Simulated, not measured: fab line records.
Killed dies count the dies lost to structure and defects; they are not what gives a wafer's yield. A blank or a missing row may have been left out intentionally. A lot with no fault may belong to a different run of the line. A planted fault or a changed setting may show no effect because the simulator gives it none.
Chamber matching :: flow gf180mcu :: 4 sister chambers for GF_CONTACT_CMP_04 on cmp-02
The step polishes SiO2. 16 wafers are shown with their chamber, then 7 later ones without.

## WAFERS PAIRED WITH THEIR CHAMBERS
wafer: L653.2
chamber: 2
motor_current_A (A): 11.8
retaining_ring_pressure_frac: 1.003
time_to_endpoint_s (s): 111

wafer: L653.5
chamber: 1
motor_current_A (A): 13.8
retaining_ring_pressure_frac: 1.003
time_to_endpoint_s (s): 121

wafer: L656.1
chamber: 0
motor_current_A (A): 10.9
retaining_ring_pressure_frac: 1.002
time_to_endpoint_s (s): 100

wafer: L656.5
chamber: 1
motor_current_A (A): 13.8
retaining_ring_pressure_frac: 1.002
time_to_endpoint_s (s): 108

wafer: L656.6
chamber: 2
motor_current_A (A): 12.1
retaining_ring_pressure_frac: 1.004
time_to_endpoint_s (s): 121

wafer: L657.2
chamber: 0
motor_current_A (A): 10.7
retaining_ring_pressure_frac: 1.000
time_to_endpoint_s (s): 117

wafer: L657.3
chamber: 1
motor_current_A (A): 13.6
retaining_ring_pressure_frac: 1.002
time_to_endpoint_s (s): 121

wafer: L657.5
chamber: 2
motor_current_A (A): 12.1
retaining_ring_pressure_frac: 0.998
time_to_endpoint_s (s): 129

wafer: L665.3
chamber: 1
motor_current_A (A): 13.8
retaining_ring_pressure_frac: 1.005
time_to_endpoint_s (s): 116

wafer: L665.4
chamber: 3
motor_current_A (A): 10.5
retaining_ring_pressure_frac: 0.992
time_to_endpoint_s (s): 107

wafer: L665.5
chamber: 1
motor_current_A (A): 13.6
retaining_ring_pressure_frac: 1.003
time_to_endpoint_s (s): 113

wafer: L666.2
chamber: 0
motor_current_A (A): 10.8
retaining_ring_pressure_frac: 0.998
time_to_endpoint_s (s): 97

wafer: L666.3
chamber: 3
motor_current_A (A): 10.4
retaining_ring_pressure_frac: 0.996
time_to_endpoint_s (s): 94

wafer: L666.4
chamber: 1
motor_current_A (A): 14.3
retaining_ring_pressure_frac: 0.999
time_to_endpoint_s (s): 109

wafer: L669.2
chamber: 2
motor_current_A (A): 11.4
retaining_ring_pressure_frac: 0.996
time_to_endpoint_s (s): 112

wafer: L669.3
chamber: 0
motor_current_A (A): 11.1
retaining_ring_pressure_frac: 1.009
time_to_endpoint_s (s): 105

SIGNATURES (means of the wafers above)
reading: motor_current_A
chamber 0: 10.875
chamber 1: 13.817
chamber 2: 11.850
chamber 3: 10.450
scatter within a chamber: 0.25

reading: retaining_ring_pressure_frac
chamber 0: 1.00225
chamber 1: 1.00233
chamber 2: 1.00025
chamber 3: 0.99400
scatter within a chamber: 0.00343

reading: time_to_endpoint_s
chamber 0: 104.75
chamber 1: 114.67
chamber 2: 118.25
chamber 3: 100.50
scatter within a chamber: 7.6
Rule: a wafer lies at a distance from a chamber equal to the root of the sum of squares, over the readings, of (its reading less the chamber's mean, divided by the reading's scatter). The wafer belongs to the nearest chamber; if the next one is less than 2 further off, it can't be placed. The scatter is the square root of a quotient: the sum, over the shown wafers, of each reading's squared deviation from its chamber's mean, divided by wafers minus chambers.

## WAFERS MISSING THEIR CHAMBER
wafer: L669.4
motor_current_A (A): 13.8
retaining_ring_pressure_frac: 1.004
time_to_endpoint_s (s): 117

wafer: L671.2
motor_current_A (A): 11.4
retaining_ring_pressure_frac: 0.992
time_to_endpoint_s (s): 94

wafer: L671.3
motor_current_A (A): 10.7
retaining_ring_pressure_frac: 1.002
time_to_endpoint_s (s): 107

wafer: L671.5
motor_current_A (A): 10.8
retaining_ring_pressure_frac: 1.004
time_to_endpoint_s (s): 101

wafer: L672.3
motor_current_A (A): 12.0
retaining_ring_pressure_frac: 1.004
time_to_endpoint_s (s): 117

wafer: L672.4
motor_current_A (A): 14.0
retaining_ring_pressure_frac: 0.991
time_to_endpoint_s (s): 110

wafer: L672.5
motor_current_A (A): 11.9
retaining_ring_pressure_frac: 1.004
time_to_endpoint_s (s): 125

## WHICH CHAMBER EACH WENT THROUGH
wafer: L669.4
from the rows above: 1
in truth: 1

wafer: L671.2
from the rows above: can't be placed: 0 or 3 or 2
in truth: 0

wafer: L671.3
from the rows above: can't be placed: 0 or 3
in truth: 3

wafer: L671.5
from the rows above: 0
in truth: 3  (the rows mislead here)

wafer: L672.3
from the rows above: 2
in truth: 2

wafer: L672.4
from the rows above: 1
in truth: 1

wafer: L672.5
from the rows above: 2
in truth: 2
Correctly placed: 4 of 7. Can't be placed from these rows: 2 (the true chamber is among the candidates in 2). Number placed wrongly: 1.
